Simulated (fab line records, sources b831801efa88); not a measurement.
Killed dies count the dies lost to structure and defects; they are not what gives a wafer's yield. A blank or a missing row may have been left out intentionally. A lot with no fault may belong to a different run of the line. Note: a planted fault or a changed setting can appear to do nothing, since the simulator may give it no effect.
What tool caused it? -- flow sky130 -- 11 lots with 33 wafers sampled at 7 steps, on a route of 708 steps

WHAT THE GAUGES SHOWED, per wafer
SKY_LDD_HVN_TW_MEAS_10. Usual: LDD_HVN_TW gives 1448 (standard deviation 5.8).
lot,measured,on,LDD_HVN_TW,flag
L605,day 19 23:44,film metro-04,1452 1454 1441,
L607,day 21 06:05,film metro-04,1445 1443 1455,
L608,day 21 15:44,film metro-02,1452 1454 1449,
L611,day 22 17:02,film metro-04,1445 1452 1445,
L614,day 23 15:04,film metro-01,1449 1452 1455,
L615,day 24 13:13,film metro-04,1444 1446 1448,
L617,day 24 23:29,film metro-02,1451 1442 1441,
L618,day 25 03:08,film metro-02,1441 1437 1445,
L626,day 28 01:19,film metro-02,1438 1444 1438,
L627,day 28 02:25,film metro-01,1449 1443 1444,
L628,day 28 12:20,film metro-04,1445 1445 1438,

SKY_SD_P_TW_MEAS_11. Usual: SD_P_TW gives 2851 (standard deviation 13).
lot,measured,on,SD_P_TW,flag
L605,day 25 04:16,film metro-04,2844 2848 2842,
L607,day 26 15:44,film metro-01,2887 2882 2865,
L608,day 26 19:10,film metro-04,2847 2840 2836,
L611,day 27 18:28,film metro-02,2851 2841 2837,
L614,day 28 14:01,film metro-04,2839 2843 2834,
L615,day 29 11:34,film metro-04,2848 2851 2845,
L617,day 29 20:53,film metro-01,2994 3015 3029,OFF
L618,day 29 23:56,film metro-02,3005 3009 3010,OFF
L626,day 32 19:38,film metro-01,2843 2845 2844,
L627,day 32 19:56,film metro-02,2849 2834 2854,
L628,day 33 07:35,film metro-04,2875 2858 2854,

SKY_SD_N_RS_MEAS_17: the measuring method here is four-point-probe. Usual: SD_P_RS gives 147.1 ohm/sq (standard deviation 0.36).
lot,measured,on,SD_P_RS (ohm/sq),flag
L605,day 27 16:10,film metro-02,146.9 147.1 146.9,
L607,day 29 02:59,film metro-04,146.9 147.3 147.1,
L608,day 29 05:43,film metro-04,147.1 147.0 147.0,
L611,day 30 03:43,film metro-02,147.1 147.4 146.9,
L614,day 30 22:35,film metro-02,147.4 147.6 147.3,
L615,day 31 20:20,film metro-01,146.9 147.4 147.3,
L617,day 32 04:35,film metro-04,133.4 133.1 133.1,OFF
L618,day 32 08:04,film metro-01,133.0 133.3 133.0,OFF
L626,day 35 02:33,film metro-02,146.8 146.5 146.8,
L627,day 35 03:12,film metro-02,146.2 146.9 146.5,
L628,day 35 14:52,film metro-02,147.0 147.0 147.2,

SKY_LI_CONTACT_CD_MEAS_12: the cd target is 170 nm. Usual: cd nm reads 170.0 nm (standard deviation 1.6).
lot,measured,on,cd nm (nm),flag
L605,day 28 20:52,cd sem-02,169.8 171.8 171.4,
L607,day 30 07:35,cd sem-02,169.0 168.4 167.8,
L608,day 30 09:58,cd sem-01,168.4 167.2 167.3,
L611,day 31 08:26,cd sem-02,169.8 169.4 171.3,
L614,day 32 03:21,cd sem-02,170.9 170.9 170.1,
L615,day 33 01:08,cd sem-01,167.4 167.8 168.4,
L617,day 33 09:30,cd sem-01,169.4 169.7 169.9,
L618,day 33 11:52,cd sem-02,172.0 172.0 170.8,
L626,day 36 05:34,cd sem-02,170.1 169.7 170.5,
L627,day 36 06:43,cd sem-02,170.9 172.4 172.2,
L628,day 36 17:40,cd sem-02,173.2 171.2 173.8,

WHICH TOOL RAN EACH LOT (tool, then ch and the chambers of the sampled wafers, then the start)
lot,SKY_POLY_GATE_ETCH_15,SKY_SD_P_IMPLANT_09,SKY_SD_P_STRIP_10
L605,"rie diel-04 ch 0,1, day 16 01:09","implanter-04 ch 0, day 25 04:02","plasma asher-03 ch 0,1, day 25 04:09"
L607,"rie diel-04 ch 0,1, day 17 07:11","implanter-04 ch 0, day 26 15:32","plasma asher-02 ch 0,1, day 26 15:38"
L608,"rie diel-03 ch 0,1, day 17 15:23","implanter-01 ch 0, day 26 18:55","plasma asher-03 ch 0,1, day 26 19:04"
L611,"rie diel-03 ch 1,2,3, day 18 17:57","implanter-01 ch 0, day 27 18:14","plasma asher-03 ch 1, day 27 18:21"
L614,"rie diel-03 ch 0,2,3, day 19 16:02","implanter-02 ch 0, day 28 13:47","plasma asher-02 ch 0,1, day 28 13:54"
L615,"rie diel-03 ch 0,1,3, day 20 15:44","implanter-01 ch 0, day 29 11:20","plasma asher-01 ch 0,1, day 29 11:27"
L617,"rie diel-03 ch 0,1,2, day 21 02:30","implanter-02 ch 0, day 29 20:38","plasma asher-01 ch 0,1, day 29 20:47"
L618,"rie diel-03 ch 2,3, day 21 05:32","implanter-02 ch 0, day 29 23:42","plasma asher-01 ch 0,1, day 29 23:49"
L626,"rie diel-03 ch 0,2, day 24 04:44","implanter-04 ch 0, day 32 19:24","plasma asher-01 ch 0,1, day 32 19:32"
L627,"rie diel-03 ch 0,2,3, day 24 06:11","implanter-02 ch 0, day 32 19:42","plasma asher-02 ch 0,1, day 32 19:50"
L628,"rie diel-03 ch 1,3, day 24 17:36","implanter-01 ch 0, day 33 07:21","plasma asher-03 ch 0,1, day 33 07:28"
- SKY_POLY_GATE_ETCH_15: etches BARC in N2/H2, stops on SiO2, time 118.5 s, target depth 110 nm.
- SKY_SD_P_IMPLANT_09
- SKY_SD_P_STRIP_10: strips in O2/N2.

AS READ BY THE TOOLS THEMSELVES (means over the sampled wafers that have a number; for cases with no such wafer, the mark the record gives instead)
SKY_POLY_GATE_ETCH_15. Usual: drypump motor current A 5.6 A, standard deviation 0.56; oes product au 0.716 a.u., standard deviation 0.0045; throttle valve pct 13.213 %, standard deviation 0.0091.
lot,tool,drypump motor current A (A),oes product au (a.u.),throttle valve pct (%),flag
L605,rie diel-04,6.2,0.716,13.200,
L607,rie diel-04,5.7,0.716,13.218,
L608,rie diel-03,4.9,0.716,13.213,
L611,rie diel-03,5.5,0.712,13.219,
L614,rie diel-03,5.5,0.714,13.212,
L615,rie diel-03,5.1,0.716,13.216,
L617,rie diel-03,5.2,0.716,13.221,
L618,rie diel-03,5.9,0.717,13.213,
L626,rie diel-03,5.3,0.718,13.199,
L627,rie diel-03,5.5,0.718,13.208,
L628,rie diel-03,5.1,0.716,13.209,

SKY_SD_P_IMPLANT_09. Usual: beam energy keV reads 19.999 (standard deviation 0.0063).
lot,tool,beam energy keV,flag
L605,implanter-04,19.997,
L607,implanter-04,19.991,
L608,implanter-01,19.997,
L611,implanter-01,19.999,
L614,implanter-02,19.998,
L615,implanter-01,20.000,
L617,implanter-02,24.594,OFF
L618,implanter-02,24.594,OFF
L626,implanter-04,19.993,
L627,implanter-02,19.992,
L628,implanter-01,19.994,

SKY_SD_P_STRIP_10. Usual: drypump motor current A 5.7 A, standard deviation 0.49; o2 flow sccm 3001 sccm, standard deviation 9; oes product au 0.618 a.u., standard deviation 0.0045; strip time to endpoint s 17.52 s, standard deviation 0.038.
lot,tool,drypump motor current A (A),o2 flow sccm (sccm),oes product au (a.u.),strip time to endpoint s (s),flag
L605,plasma asher-03,5.3,2995,0.623,17.45,
L607,plasma asher-02,6.4,3000,0.618,17.48,
L608,plasma asher-03,5.5,2993,0.617,17.52,
L611,plasma asher-03,5.8,3000,0.619,17.52,
L614,plasma asher-02,6.4,3007,0.617,17.55,
L615,plasma asher-01,5.9,3005,0.620,17.56,
L617,plasma asher-01,5.6,2994,0.608,18.22,OFF
L618,plasma asher-01,5.9,2998,0.601,18.27,OFF
L626,plasma asher-01,5.6,3000,0.616,17.56,
L627,plasma asher-02,6.3,2996,0.615,17.49,
L628,plasma asher-03,5.5,3011,0.617,17.49,

THE ANSWER, worked out from the rows above alone
Rule: a lot counts as off when the mean over its wafers that have a number is more than 3 standard deviations away from the usual mean. Also off: a lot with no number at a reading for which 4 or more lots have one. Where the step has rows for the other lots, those lots are counted as sound. Order of review: gauges by route order, followed by the tools' own readings, for which a lot's mean as printed above is used. At the first step where some lot is off, the reading lying furthest off is the one used; lots without a number count as furthest.
Off: L617, L618, seen at SKY_SD_P_TW_MEAS_11 (SD_P_TW).
If a tool, at a process step before that reading, ran all the lots that are off and no sound lot after the first of them, it fits. The gauges at SKY_SD_P_TW_MEAS_11 aren't tried: what is off there is off at SKY_SD_P_IMPLANT_09 too, on other tools, and a gauge's error can't cause that. No candidate that was tried fits.

WHAT THE SIMULATOR HAD PUT IN
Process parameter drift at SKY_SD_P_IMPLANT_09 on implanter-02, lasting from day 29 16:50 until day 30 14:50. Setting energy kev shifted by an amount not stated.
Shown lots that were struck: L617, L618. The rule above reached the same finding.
